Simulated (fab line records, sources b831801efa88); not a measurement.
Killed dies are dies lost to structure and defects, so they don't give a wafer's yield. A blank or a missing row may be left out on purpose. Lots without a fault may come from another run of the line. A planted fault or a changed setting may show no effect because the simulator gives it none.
Which tool did it? | flow gf180mcu | 14 lots, 42 wafers sampled, at 5 steps of a route of 602

WHAT THE GAUGES READ, wafer by wafer
GF_HV_LDD_TW_MEAS_11.
lot  | measured     | on            | HV_LDD_TW
L740 | day 9 19:21  | film_metro-02 | 2392 2392 2396
L741 | day 10 02:47 | film_metro-02 | 2371 2379 2385
L742 | day 10 09:45 | film_metro-04 | 2426 2412 2431
L743 | day 10 16:56 | film_metro-03 | 2432 2416 2437
L744 | day 11 03:08 | film_metro-04 | 2417 2428 2426
L745 | day 11 06:40 | film_metro-04 | 2421 2408 2413
L751 | day 14 02:55 | film_metro-02 | 2397 2395 2399
L753 | day 14 05:10 | film_metro-02 | 2380 2380 2393
L756 | day 15 10:59 | film_metro-04 | 2420 2407 2410
L758 | day 15 16:16 | film_metro-03 | 2417 2424 2437
L759 | day 16 06:34 | film_metro-03 | 2414 2409 2422
L761 | day 16 12:55 | film_metro-03 | 2421 2421 2426
L762 | day 16 18:06 | film_metro-02 | 2403 2412 2388
L763 | day 17 01:31 | film_metro-02 | 2398 2383 2378

GF_HV_LDD_THK_MEAS_55.
lot  | measured     | on            | HV_LDD_CVD_54_THK (nm)
L740 | day 12 04:04 | film_metro-02 | 10.14 10.19 10.30
L741 | day 12 12:12 | film_metro-02 | 9.95 9.98 10.00
L742 | day 12 19:52 | film_metro-04 | 9.87 10.04 9.95
L743 | day 13 05:31 | film_metro-02 | 9.95 9.95 9.99
L744 | day 13 15:33 | film_metro-04 | 10.00 9.96 9.90
L745 | day 13 18:10 | film_metro-03 | 10.04 10.11 10.04
L751 | day 16 22:06 | film_metro-02 | 8.69 8.72 8.62
L753 | day 17 00:36 | film_metro-03 | 8.73 8.76 8.67
L756 | day 18 09:28 | film_metro-02 | 9.87 9.86 9.89
L758 | day 18 15:17 | film_metro-03 | 10.08 10.04 9.99
L759 | day 19 05:31 | film_metro-03 | 9.88 9.92 9.99
L761 | day 19 14:02 | film_metro-03 | 10.01 9.95 9.87
L762 | day 19 19:52 | film_metro-02 | 9.77 9.93 9.89
L763 | day 20 03:04 | film_metro-03 | 10.10 10.07 10.12

GF_NSD_TW_MEAS_12.
lot  | measured     | on            | NSD_TW
L740 | day 13 01:11 | film_metro-01 | 4227 4225 4254
L741 | day 13 08:55 | film_metro-01 | 4212 4204 4207
L742 | day 13 17:26 | film_metro-04 | 4249 4260 4236
L743 | day 14 03:22 | film_metro-04 | 4251 4263 4247
L744 | day 14 14:05 | film_metro-04 | 4272 4275 4247
L745 | day 14 16:45 | film_metro-04 | 4230 4240 4243
L751 | day 17 23:01 | film_metro-04 | 4284 4274 4273
L753 | day 18 01:28 | film_metro-03 | 4232 4241 4217
L756 | day 19 12:14 | film_metro-01 | 4200 4228 4197
L758 | day 19 17:47 | film_metro-03 | 4249 4242 4229
L759 | day 20 07:43 | film_metro-04 | 4276 4287 4262
L761 | day 20 16:17 | film_metro-03 | 4254 4269 4270
L762 | day 20 21:40 | film_metro-04 | 4257 4246 4269
L763 | day 21 05:06 | film_metro-03 | 4246 4245 4257

WHICH TOOL RAN EACH LOT (tool, then ch and the chambers of the sampled wafers, then the start)
lot  | GF_POLY_GATE_STRIP_14                | GF_HV_LDD_CVD_54
L740 | plasma_asher-03 ch 0,1, day 9 00:29  | lpcvd-02 ch 0, day 12 03:02
L741 | plasma_asher-02 ch 0,1, day 9 07:32  | lpcvd-02 ch 0, day 12 11:11
L742 | plasma_asher-02 ch 0,1, day 9 14:40  | lpcvd-01 ch 1, day 12 18:50
L743 | plasma_asher-02 ch 0,1, day 9 20:09  | lpcvd-02 ch 0, day 13 04:29
L744 | plasma_asher-03 ch 0,1, day 10 06:36 | lpcvd-02 ch 1, day 13 14:32
L745 | plasma_asher-04 ch 0,1, day 10 10:02 | lpcvd-01 ch 1, day 13 17:07
L751 | plasma_asher-04 ch 0,1, day 13 04:36 | lpcvd-01 ch 0, day 16 21:04
L753 | plasma_asher-04 ch 0, day 13 06:32   | lpcvd-01 ch 0, day 16 23:35
L756 | plasma_asher-02 ch 0,1, day 14 11:20 | lpcvd-02 ch 1, day 18 08:27
L758 | plasma_asher-04 ch 0,1, day 14 16:42 | lpcvd-02 ch 0, day 18 14:16
L759 | plasma_asher-04 ch 0,1, day 15 06:21 | lpcvd-02 ch 1, day 19 04:29
L761 | plasma_asher-02 ch 0, day 15 12:38   | lpcvd-01 ch 1, day 19 13:01
L762 | plasma_asher-04 ch 0,1, day 15 18:20 | lpcvd-01 ch 1, day 19 18:50
L763 | plasma_asher-02 ch 0,1, day 16 00:25 | lpcvd-02 ch 0, day 20 02:01
- GF_POLY_GATE_STRIP_14: strips in O2/N2.
- GF_HV_LDD_CVD_54: deposits SiO2 from TEOS, target thk 10 nm, time 75 s.

WHAT THE TOOLS THEMSELVES READ (means of the sampled wafers that have a number; where no wafer has one, the mark that the record gives instead)
GF_POLY_GATE_STRIP_14.
lot  | tool            | drypump_motor_current_A (A) | heater_power_w (W) | oes_product_au (a.u.)
L740 | plasma_asher-03 | 6.2                         | 302                | 0.512
L741 | plasma_asher-02 | 5.6                         | 343                | 0.508
L742 | plasma_asher-02 | 5.6                         | 352                | 0.510
L743 | plasma_asher-02 | 5.6                         | 342                | 0.512
L744 | plasma_asher-03 | 5.9                         | 295                | 0.508
L745 | plasma_asher-04 | 5.5                         | 324                | 0.507
L751 | plasma_asher-04 | 5.5                         | 316                | 0.505
L753 | plasma_asher-04 | 5.3                         | 325                | 0.509
L756 | plasma_asher-02 | 5.6                         | 350                | 0.509
L758 | plasma_asher-04 | 5.6                         | 323                | 0.506
L759 | plasma_asher-04 | 5.6                         | 324                | 0.511
L761 | plasma_asher-02 | 5.5                         | 349                | 0.505
L762 | plasma_asher-04 | 5.6                         | 320                | 0.510
L763 | plasma_asher-02 | 5.6                         | 345                | 0.512

GF_HV_LDD_CVD_54.
lot  | tool     | pressure_mtorr (mTorr) | susceptor_temp_C (C)
L740 | lpcvd-02 | 398.7                  | 679.9
L741 | lpcvd-02 | 399.8                  | 680.0
L742 | lpcvd-01 | 400.7                  | 679.9
L743 | lpcvd-02 | 400.5                  | 679.7
L744 | lpcvd-02 | 400.6                  | 679.8
L745 | lpcvd-01 | 400.8                  | 680.0
L751 | lpcvd-01 | 400.2                  | 680.1
L753 | lpcvd-01 | 399.8                  | 679.8
L756 | lpcvd-02 | 399.4                  | 680.0
L758 | lpcvd-02 | 400.2                  | 679.7
L759 | lpcvd-02 | 400.5                  | 679.9
L761 | lpcvd-01 | 399.2                  | 680.2
L762 | lpcvd-01 | 400.0                  | 680.2
L763 | lpcvd-02 | 399.3                  | 680.0

THE ANSWER, worked out from the rows above alone
Rule: what is usual is taken from the lots themselves. Put in order of their means at a reading, lots are off if they are a third of the lots or fewer, leave a main group of 4 or more, and stand apart from it by a gap of 3 or more times the standard deviation of the main group's means; of several such gaps the widest counts. A main group whose means are all the same, to the digits that the tables above print for the reading, isn't used. A lot without any number at a reading at which 4 lots or more have one is off too. The other lots that the step has rows for count as sound. The gauges are gone through in route order, then the tools' own readings, and for those a lot's mean is taken as printed above. The first step at which some lot is off is used, and at that step the reading that is off furthest; a lot without a number counts as furthest.
Off: L751, L753, at GF_HV_LDD_THK_MEAS_55 (HV_LDD_CVD_54_THK). The main group: mean 9.99 nm, standard deviation 0.094.
A tool fits if, at a process step before that reading, it ran every lot that is off, and no sound lot after the first of them. The gauges at GF_HV_LDD_THK_MEAS_55 are tried like those tools. None of those tried fits.

WHAT THE SIMULATOR HAD PUT IN
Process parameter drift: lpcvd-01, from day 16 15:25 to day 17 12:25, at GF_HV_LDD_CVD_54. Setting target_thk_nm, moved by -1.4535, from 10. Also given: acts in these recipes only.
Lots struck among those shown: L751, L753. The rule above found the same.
